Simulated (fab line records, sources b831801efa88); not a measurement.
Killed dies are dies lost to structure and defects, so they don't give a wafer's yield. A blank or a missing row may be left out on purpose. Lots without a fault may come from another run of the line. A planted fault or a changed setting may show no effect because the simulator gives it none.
Which tool did it? | flow sky130 | 10 lots, 30 wafers sampled, at 5 steps of a route of 708

WHAT THE GAUGES READ, wafer by wafer
SKY_CAPM_RS_MEAS_03: measures by four-point-probe.
lot  | measured     | on            | CAPM_TIN_RS (ohm/sq)
L320 | day 37 05:49 | film_metro-04 | 6.90 6.87 6.97
L322 | day 37 17:25 | film_metro-02 | 6.88 6.88 6.84
L321 | day 37 18:47 | film_metro-02 | 6.86 6.87 6.88
L323 | day 38 03:08 | film_metro-02 | 6.81 6.86 6.81
L332 | day 40 18:47 | film_metro-01 | 6.80 6.74 6.79
L335 | day 41 15:32 | film_metro-04 | 9.04 8.99 8.96
L337 | day 42 07:35 | film_metro-01 | 9.05 8.88 8.88
L338 | day 42 10:00 | film_metro-01 | 6.75 6.88 6.76
L339 | day 42 10:10 | film_metro-01 | 6.93 6.87 6.92
L341 | day 43 03:33 | film_metro-02 | 6.96 6.88 6.88

WHICH TOOL RAN EACH LOT (tool, then ch and the chambers of the sampled wafers, then the start)
lot  | SKY_CONTACT_CVD_24            | SKY_METAL1_SPUTTER_00        | SKY_METAL3_SPUTTER_04        | SKY_CAPM_SPUTTER_02
L320 | cvd_w-01 ch 0,1, day 32 14:17 | pvd_sputter-04, day 32 14:53 | pvd_sputter-04, day 37 05:35 | pvd_sputter-03, day 37 05:43
L322 | cvd_w-01 ch 0,1, day 33 00:33 | pvd_sputter-04, day 33 01:06 | pvd_sputter-02, day 37 17:07 | pvd_sputter-03, day 37 17:16
L321 | cvd_w-01 ch 0,1, day 33 02:56 | pvd_sputter-04, day 33 03:32 | pvd_sputter-02, day 37 18:33 | pvd_sputter-03, day 37 18:41
L323 | cvd_w-02 ch 1, day 33 11:17   | pvd_sputter-02, day 33 11:52 | pvd_sputter-02, day 38 02:54 | pvd_sputter-04, day 38 03:02
L332 | cvd_w-02 ch 1, day 36 09:28   | pvd_sputter-02, day 36 10:04 | pvd_sputter-04, day 40 18:31 | pvd_sputter-03, day 40 18:40
L335 | cvd_w-01 ch 0,1, day 37 03:30 | pvd_sputter-02, day 37 04:05 | pvd_sputter-04, day 41 15:17 | pvd_sputter-03, day 41 15:25
L337 | cvd_w-02 ch 0,1, day 37 19:13 | pvd_sputter-02, day 37 19:49 | pvd_sputter-04, day 42 07:20 | pvd_sputter-03, day 42 07:28
L338 | cvd_w-02 ch 1, day 37 21:55   | pvd_sputter-02, day 37 22:30 | pvd_sputter-02, day 42 09:34 | pvd_sputter-02, day 42 09:52
L339 | cvd_w-01 ch 0,1, day 38 00:46 | pvd_sputter-02, day 38 01:22 | pvd_sputter-04, day 42 09:51 | pvd_sputter-04, day 42 09:59
L341 | cvd_w-01 ch 0,1, day 38 20:17 | pvd_sputter-02, day 38 20:56 | pvd_sputter-02, day 43 03:18 | pvd_sputter-04, day 43 03:26
- SKY_CONTACT_CVD_24: deposits W, target thk 340 nm, time 102.12 s.
- SKY_METAL1_SPUTTER_00: material Ti, target thk 15 nm, time 10 s.
- SKY_METAL3_SPUTTER_04: material TiN, target thk 70 nm, time 58.3 s.
- SKY_CAPM_SPUTTER_02: material TiN, target thk 200 nm, time 166.7 s.

THE ANSWER, worked out from the rows above alone
Rule: what is usual is taken from the lots themselves. Put in order of their means at a reading, lots are off if they are a third of the lots or fewer, leave a main group of 4 or more, and stand apart from it by a gap of 3 or more times the standard deviation of the main group's means; of several such gaps the widest counts. A main group whose means are all the same, to the digits that the tables above print for the reading, isn't used. A lot without any number at a reading at which 4 lots or more have one is off too. The other lots that the step has rows for count as sound.
Off: L335, L337, at SKY_CAPM_RS_MEAS_03 (CAPM_TIN_RS). The main group: mean 6.86 ohm/sq, standard deviation 0.049.
A tool fits if, at a process step before that reading, it ran every lot that is off, and no sound lot after the first of them. The gauges at SKY_CAPM_RS_MEAS_03 are tried like those tools. One fits: pvd_sputter-03 at SKY_CAPM_SPUTTER_02. Its last sound lot is L332 (day 40 18:40), its first lot that is off L335 (day 41 15:25): a fault that began between those two fits.

WHAT THE SIMULATOR HAD PUT IN
Process parameter drift: pvd_sputter-03, from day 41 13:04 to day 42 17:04, at SKY_CAPM_SPUTTER_02. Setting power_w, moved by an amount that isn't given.
Lots struck among those shown: L335, L337. The rule above found the same.
